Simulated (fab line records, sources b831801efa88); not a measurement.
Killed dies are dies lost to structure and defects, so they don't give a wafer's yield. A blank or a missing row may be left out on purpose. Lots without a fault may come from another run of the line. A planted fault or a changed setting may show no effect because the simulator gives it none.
Problem report in the 8D (eight disciplines) form, filled by code | flow sky130 | the parts of the form that need people (team, actions taken, sign-off) are left out

1. THE PROBLEM
strip_time_to_endpoint_s at SKY_VIA4_STRIP_13 reads a mean of 11.103 s on 6 wafers of 2 lots; wafers without a fault read 12.807 s with a standard deviation of 0.029. That is -59 standard deviations from the usual mean.
The step: strips in O2/N2.
First seen on wafer L400.1, day 46 14:52, on plasma_asher-02. The record holds 33 wafers of 11 lots with a number at this step. Rule for "out", or "out of limits": more than 4 standard deviations from the usual mean. The other wafers with a number count as sound.

2. WHAT IT IS AND WHAT IT IS NOT
question                    | is                                       | is not
which readings at this step | strip_time_to_endpoint_s, oes_product_au | drypump_motor_current_A
which lots                  | L400, L402                               | L385, L386, L387, L389, L391, L395, L397, L404, L405
which wafers of those lots  | all that have a number                   | -
read on which tools         | plasma_asher-02                          | plasma_asher-03, plasma_asher-04
when                        | from day 46 14:52                        | up to then (21 sound wafers); but 6 sound wafers of L404, L405 came after

3. SUSPECTS, AND WHAT RULES EACH OUT
Counting: a tool at a process step up to the reading stays a suspect if it ran every lot that is out and no sound lot after the first of them.
- litho_track-02 at SKY_VIA4_COAT_06 (resist thk 1140 nm): kept. It ran every lot that is out, first L400 (day 46 05:08), and no sound lot after that; its last sound lot up to then is L391 (day 43 22:53).
- plasma_asher-02 at SKY_VIA4_STRIP_13 (strips in O2/N2): ruled out as a lasting fault. Sound lots L404 ran on it after its first lot that is out, L400 (day 46 14:52).
Left after counting: litho_track-02 at SKY_VIA4_COAT_06.

4. THE CAUSE (what the simulator had put in)
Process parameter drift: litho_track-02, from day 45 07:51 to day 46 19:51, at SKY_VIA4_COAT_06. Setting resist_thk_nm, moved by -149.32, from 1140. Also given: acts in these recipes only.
Counting left only this tool.

5. THE CHAIN OF EFFECTS, in route order
Each row: a reading whose mean over the struck wafers that have a number lies more than 3 standard deviations from the usual. Only readings for which the record gives a usual standard deviation are gone through. hours: the time from each lot's start at the first step in this table that gives one to its start at this step, as a median over the lots. sigmas: the change in usual standard deviations.
hours | step              | reading                  | usual      | on struck wafers | change | sigmas
0     | SKY_VIA4_STRIP_13 | oes_product_au           | 0.710 a.u. | 0.686            | -0.024 | -5.7
0     | SKY_VIA4_STRIP_13 | strip_time_to_endpoint_s | 12.807 s   | 11.103           | -1.704 | -59
The process steps in it:
- SKY_VIA4_STRIP_13: strips in O2/N2.

6. WHAT WOULD HAVE CAUGHT IT SOONER
In this record the first reading out of limits was taken at day 46 14:52, 31 hours after the fault began at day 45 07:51.
Of the tool readings at SKY_VIA4_COAT_06 for which the record gives a usual standard deviation, none was out on any struck wafer, so an alarm limit of 4 standard deviations on them would not have fired.
Of the lots that are out (2), L402 began SKY_VIA4_COAT_06 on litho_track-02 after day 46 14:52. A hold on the tool at that time would have spared it.
